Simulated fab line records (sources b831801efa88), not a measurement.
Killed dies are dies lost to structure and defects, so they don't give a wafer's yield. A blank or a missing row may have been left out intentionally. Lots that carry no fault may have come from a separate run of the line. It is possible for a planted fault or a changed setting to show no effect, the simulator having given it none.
Comparing a struck lot with a sound one    flow sky130    22 steps out of a route of 708
Sound: the wafers L607.2, L607.3, L607.6. Wafers L610.1, L610.2, L610.4 were the ones struck. The cause is named last.
For every step that has rows: the tool of each side, followed by ch and its chambers, followed by its first start. Under that, the readings that differ: sound wafers    struck wafers    difference of the means    sigmas: that difference in standard deviations of wafers without a fault.
alike: same words and numbers on both sides, and readings whose means sit less than 2 such deviations apart. not compared: any withheld reading, any reading some wafer has no value for, any bound like >300 that may hide the same value, and any number with overlapping values for which the record gives no deviation.
The two part at a step that has a row with sigmas, a row that says differs or no value, or rows on one side only. Non-overlapping numbers with no deviation appear without sigmas and do not part them. A reading that every wafer of one side lacks parts them only if that side has two wafers or more.

SKY_METAL4_SPUTTER_00: material Ti, target thk 15 nm, time 10 s.
  sound on pvd-sputter-03 at day 44 03:22; struck on pvd-sputter-02 at day 44 13:27
  alike: throttle-valve-pct
SKY_METAL4_SPUTTER_01: material TiN, target thk 20 nm, time 16.7 s.
  sound on pvd-sputter-03 at day 44 03:23; struck on pvd-sputter-02 at day 44 13:28
  alike: throttle-valve-pct
SKY_METAL4_SPUTTER_02: material AlCu, target thk 735 nm, time 39.1 s.
  sound on pvd-sputter-03 at day 44 03:25; struck on pvd-sputter-02 at day 44 13:29
  alike: throttle-valve-pct
SKY_METAL4_SPUTTER_03: material Ti, target thk 5 nm, time 3.3 s.
  sound on pvd-sputter-03 at day 44 03:27; struck on pvd-sputter-02 at day 44 13:32
  alike: throttle-valve-pct
then, 2 steps without rows for these wafers: SKY_METAL4_SPUTTER_04 (material TiN, target thk 70 nm, time 58.3 s); SKY_CAP2M_CVD_00 (deposits SiO2, target thk 15.5 nm).
SKY_CAP2M_THK_MEAS_01:
  sound on film-metro-04 at day 44 03:33; struck on film-metro-02 at day 44 13:37
  alike: CAP2M_CVD_00_THK
SKY_CAP2M_SPUTTER_02: material TiN, target thk 200 nm, time 166.7 s.
  sound on pvd-sputter-01 at day 44 03:36; struck on pvd-sputter-01 at day 44 13:41
  alike: susceptor-temp-C, throttle-valve-pct
SKY_CAP2M_RS_MEAS_03: measurement is done with a four-point probe.
  sound on film-metro-02 at day 44 03:44; struck on film-metro-04 at day 44 13:47
reading                sound           struck          difference  sigmas
CAP2M_TIN_RS (ohm/sq)  6.85 6.83 6.85  7.05 7.06 7.07  +0.22       +3
SKY_CAP2M_THK_MEAS_04: measures by xrf.
  sound on film-metro-02 at day 44 03:50; struck on film-metro-04 at day 44 13:55
reading             sound              struck             difference  sigmas
CAP2M_TIN_THK (nm)  203.3 203.6 203.7  198.9 198.4 198.2  -5.0        -3
then, 2 steps without rows for these wafers: SKY_CAP2M_DEHYDRATE_05 (time 60 s); SKY_CAP2M_HMDS_06 (prime time 60 s).
SKY_CAP2M_COAT_07: resist thk 1140 nm.
  sound on litho-track-01 ch 0, day 44 14:33; struck on litho-track-01 ch 0, day 44 23:10
reading                                     sound                 struck                difference  sigmas
spin-speed-rpm (rpm)                        3000.5 2999.8 3001.8  2767.7 2768.2 2767.7  -232.8      -99 or more
model.NOVOLAK_of_CAP2M_COAT_07.thk-nm (nm)  1142 1143 1141        1186 1187 1187        +45         
  alike: exhaust-pa
then, 4 steps without rows for these wafers: SKY_CAP2M_SOFTBAKE_08 (time 60 s); SKY_CAP2M_EXPOSE_09 (exposes mask CAP2M, target cd 1000 nm); SKY_CAP2M_PEB_10; SKY_CAP2M_DEVELOP_11 (develop time 60 s).
SKY_CAP2M_OVL_MEAS_12:
  sound on overlay-01 at day 44 23:47; struck on overlay-01 at day 45 11:09
  alike: CAP2M_OVL
SKY_CAP2M_METAL_ETCH_13: etches TiN in Cl2/BCl3, stops on SiO2, target depth 220 nm, time 62.9 s.
  sound on rie-metal-03 ch 0,1, day 44 23:49; struck on rie-metal-04 ch 0,1, day 45 11:11
reading                                     sound              struck             difference  sigmas
oes-product-au (a.u.)                       0.944 0.945 0.944  0.925 0.929 0.925  -0.018      -3
model.NOVOLAK_of_CAP2M_COAT_07.thk-nm (nm)  993.8 993.3 992.7  1036 1036 1037     +43         
  alike: bcl3-flow-sccm, drypump-motor-current-A, throttle-valve-pct
  not compared: rf-hours-counter-h
SKY_CAP2M_STRIP_14: strips in O2/N2.
  sound on plasma-asher-02 ch 0, day 44 23:53; struck on plasma-asher-03 ch 0,1, day 45 11:16
reading                       sound              struck             difference  sigmas
strip-time-to-endpoint-s (s)  12.66 12.65 12.66  13.08 13.08 13.11  +0.43       +12
  alike: drypump-motor-current-A, oes-product-au
  not compared: rf-hours-counter-h
then, 1 step without rows for these wafers: SKY_CAP2M_STRIP_15 (strips in post etch residue remover, time 1200 s).
-- the record jumps here: 4 days lie between the struck wafers' starts before and after (it left off in module CAP2M and takes up again in module PAD_OPEN, whose first step shown is number 708 of the route) --
SKY_PAD_OPEN_PROBE_99:
  sound on prober-02 at day 49 09:49; struck on prober-01 at day 49 16:56
  alike: defect-limited-yield, killed_at_M0_to_M3, killed_at_M4_up, killed-at-contacts, killed-at-front-end, killed-at-other, killed-dies, killed-open, killed-short, sort_bin_3_pad_short, sort_bin_5_function, sort_bin_6_memory, sort-n-pass, sort-yield-pct

## WHERE THEY PART
First at SKY_CAP2M_RS_MEAS_03; last, within this record, at SKY_CAP2M_STRIP_14. Later steps at which nothing parts them and some readings are alike: SKY_PAD_OPEN_PROBE_99.

WHY: what had been put in by the simulator
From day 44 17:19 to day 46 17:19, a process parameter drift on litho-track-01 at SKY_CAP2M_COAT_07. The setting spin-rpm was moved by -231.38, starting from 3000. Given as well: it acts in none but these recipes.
